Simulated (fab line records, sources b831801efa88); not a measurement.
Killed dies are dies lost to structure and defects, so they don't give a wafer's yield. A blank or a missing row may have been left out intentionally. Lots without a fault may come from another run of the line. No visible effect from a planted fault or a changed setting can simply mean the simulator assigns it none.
What tool caused it? -- flow sky130 -- 24 lots, 72 wafers sampled, at 4 steps of a route of 708

## WHAT THE GAUGES SHOWED, per wafer
SKY_SD_N_TW_MEAS_12.
lot,measured,on,SD_N_TW
L075,day 29 16:22,film metro-01,3993 3987 3979
L078,day 29 17:15,film metro-01,3951 3973 3960
L076,day 29 22:09,film metro-04,3910 3968 3927
L074,day 29 22:33,film metro-01,3997 3973 3992
L077,day 30 03:12,film metro-04,3925 3937 3919
L080,day 30 11:49,film metro-04,3921 3914 3905
L079,day 30 12:17,film metro-04,3919 3941 3932
L081,day 30 16:17,film metro-01,3957 3993 3983
L082,day 31 02:43,film metro-02,4080 4062 4051
L083,day 31 14:31,film metro-02,4062 4053 4058
L084,day 31 21:54,film metro-01,3951 3948 3941
L085,day 31 23:06,film metro-02,4069 4061 4061
L086,day 32 09:27,film metro-04,3910 3894 3891
L087,day 32 15:40,film metro-02,4052 4032 4032
L088,day 32 20:01,film metro-01,3942 3927 3946
L089,day 33 06:12,film metro-01,3995 3957 3953
L090,day 33 16:24,film metro-04,3921 3937 3936
L091,day 33 20:30,film metro-02,4054 4041 4051
L092,day 34 04:48,film metro-02,4067 4076 4077
L093,day 34 11:57,film metro-01,3968 3964 3959
L094,day 35 00:31,film metro-01,4020 4011 4006
L095,day 35 06:11,film metro-04,3942 3916 3925
L096,day 35 07:51,film metro-04,3916 3917 3908
L097,day 35 16:22,film metro-04,3900 3911 3909

SKY_CONTACT_BOW_MEAS_05.
lot,measured,on,CONTACT_BOW (um)
L075,day 32 04:22,film metro-04,80 81 84
L078,day 32 05:31,film metro-03,77 72 69
L076,day 32 10:25,film metro-03,88 84 80
L074,day 32 10:43,film metro-04,89 92 101
L077,day 32 14:05,film metro-01,82 88 78
L080,day 32 22:10,film metro-04,80 89 92
L079,day 32 23:01,film metro-01,72 81 95
L081,day 33 02:59,film metro-01,84 85 80
L082,day 33 11:45,film metro-01,82 75 79
L083,day 33 23:19,film metro-03,105 78 75
L084,day 34 07:05,film metro-03,75 81 66
L085,day 34 08:08,film metro-03,81 79 83
L086,day 34 19:18,film metro-04,86 85 77
L087,day 35 00:04,film metro-01,77 79 70
L088,day 35 06:02,film metro-03,88 94 74
L089,day 35 14:39,film metro-04,96 91 93
L090,day 36 00:33,film metro-03,84 74 86
L091,day 36 05:20,film metro-03,74 86 84
L092,day 36 12:59,film metro-04,96 69 78
L093,day 36 20:32,film metro-01,93 82 93
L094,day 37 09:13,film metro-03,81 87 85
L095,day 37 14:05,film metro-04,91 87 81
L096,day 37 15:59,film metro-04,84 76 87
L097,day 38 00:52,film metro-04,90 79 74

SKY_VIA1_THK_MEAS_23: measures by xrf.
lot,measured,on,VIA1_W_THK (nm)
L075,day 35 16:20,film metro-01,269 265 275
L078,day 35 17:06,film metro-01,269 270 267
L076,day 35 23:28,film metro-01,271 271 269
L074,day 35 23:28,film metro-02,275 279 277
L077,day 36 01:41,film metro-04,278 277 280
L080,day 36 09:49,film metro-02,278 281 283
L079,day 36 11:28,film metro-02,279 276 278
L081,day 36 15:18,film metro-04,277 280 276
L082,day 37 00:17,film metro-04,277 280 278
L083,day 37 09:38,film metro-02,277 273 277
L084,day 37 16:53,film metro-01,271 273 271
L085,day 37 19:29,film metro-02,276 278 281
L086,day 38 06:02,film metro-02,277 279 277
L087,day 38 10:18,film metro-04,280 278 277
L088,day 38 14:34,film metro-02,280 283 274
L089,day 39 00:01,film metro-04,277 283 281
L090,day 39 13:05,film metro-01,272 270 271
L091,day 39 13:45,film metro-01,279 271 277
L092,day 39 20:06,film metro-02,280 279 276
L093,day 40 02:46,film metro-04,278 276 277
L094,day 40 16:01,film metro-01,269 267 270
L095,day 40 21:11,film metro-02,280 281 284
L096,day 40 22:16,film metro-02,277 271 275
L097,day 41 06:37,film metro-01,277 275 279

## WHAT TOOL EACH LOT RAN ON (gives the tool, then ch and the chambers of the sampled wafers, and finally the start)
lot,SKY_LI_CONTACT_CVD_21
L075,"cvd w-01 ch 0,1, day 30 22:52"
L078,"cvd w-02 ch 0,1, day 30 23:53"
L076,"cvd w-01 ch 0, day 31 04:37"
L074,"cvd w-01 ch 0,1, day 31 05:14"
L077,"cvd w-01 ch 0,1, day 31 09:03"
L080,"cvd w-02 ch 0,1, day 31 17:27"
L079,"cvd w-02 ch 0,1, day 31 17:51"
L081,"cvd w-02 ch 0,1, day 31 22:07"
L082,"cvd w-02 ch 0,1, day 32 07:11"
L083,"cvd w-02 ch 0,1, day 32 18:47"
L084,"cvd w-01 ch 0,1, day 33 02:21"
L085,"cvd w-02 ch 0,1, day 33 03:56"
L086,"cvd w-02 ch 0,1, day 33 14:23"
L087,"cvd w-02 ch 0,1, day 33 19:12"
L088,"cvd w-02 ch 1, day 34 00:18"
L089,"cvd w-01 ch 0,1, day 34 10:36"
L090,"cvd w-02 ch 0,1, day 34 20:29"
L091,"cvd w-02 ch 0,1, day 35 01:09"
L092,"cvd w-02 ch 0, day 35 09:35"
L093,"cvd w-01 ch 1, day 35 16:24"
L094,"cvd w-01 ch 0,1, day 36 04:25"
L095,"cvd w-01 ch 0,1, day 36 09:56"
L096,"cvd w-01 ch 0,1, day 36 11:38"
L097,"cvd w-01 ch 0,1, day 36 20:43"
- SKY_LI_CONTACT_CVD_21: deposits W, target thk 400 nm, time 120.56 s.

## WHAT THE TOOLS THEMSELVES READ (means of the sampled wafers that have a number; where no wafer has one, the mark that the record gives instead)
SKY_LI_CONTACT_CVD_21.
lot,tool,heater power w (W)
L075,cvd w-01,821
L078,cvd w-02,819
L076,cvd w-01,855
L074,cvd w-01,842
L077,cvd w-01,856
L080,cvd w-02,861
L079,cvd w-02,850
L081,cvd w-02,835
L082,cvd w-02,830
L083,cvd w-02,824
L084,cvd w-01,866
L085,cvd w-02,857
L086,cvd w-02,858
L087,cvd w-02,820
L088,cvd w-02,796
L089,cvd w-01,849
L090,cvd w-02,833
L091,cvd w-02,866
L092,cvd w-02,890
L093,cvd w-01,831
L094,cvd w-01,845
L095,cvd w-01,842
L096,cvd w-01,836
L097,cvd w-01,833

## THE ANSWER, worked out from the rows above alone
Rule: what is usual is taken from the lots themselves. Put in order of their means at a reading, lots are off if they are a third of the lots or fewer, leave a main group of 4 or more, and stand apart from it by a gap of 3 or more times the standard deviation of the main group's means; of several such gaps the widest counts. If all means in a main group match to the digits the tables above print for the reading, that group is not used. Also off: a lot with no number at a reading for which 4 or more lots have one. The other lots that the step has rows for count as sound. Order of review: gauges by route order, followed by the tools' own readings, for which a lot's mean as printed above is used. The first step at which some lot is off is used, and at that step the reading that is off furthest; a lot without a number counts as furthest.
None of the lots is off at any reading shown; this tells nothing.

## WHAT WAS PUT IN BY THE SIMULATOR
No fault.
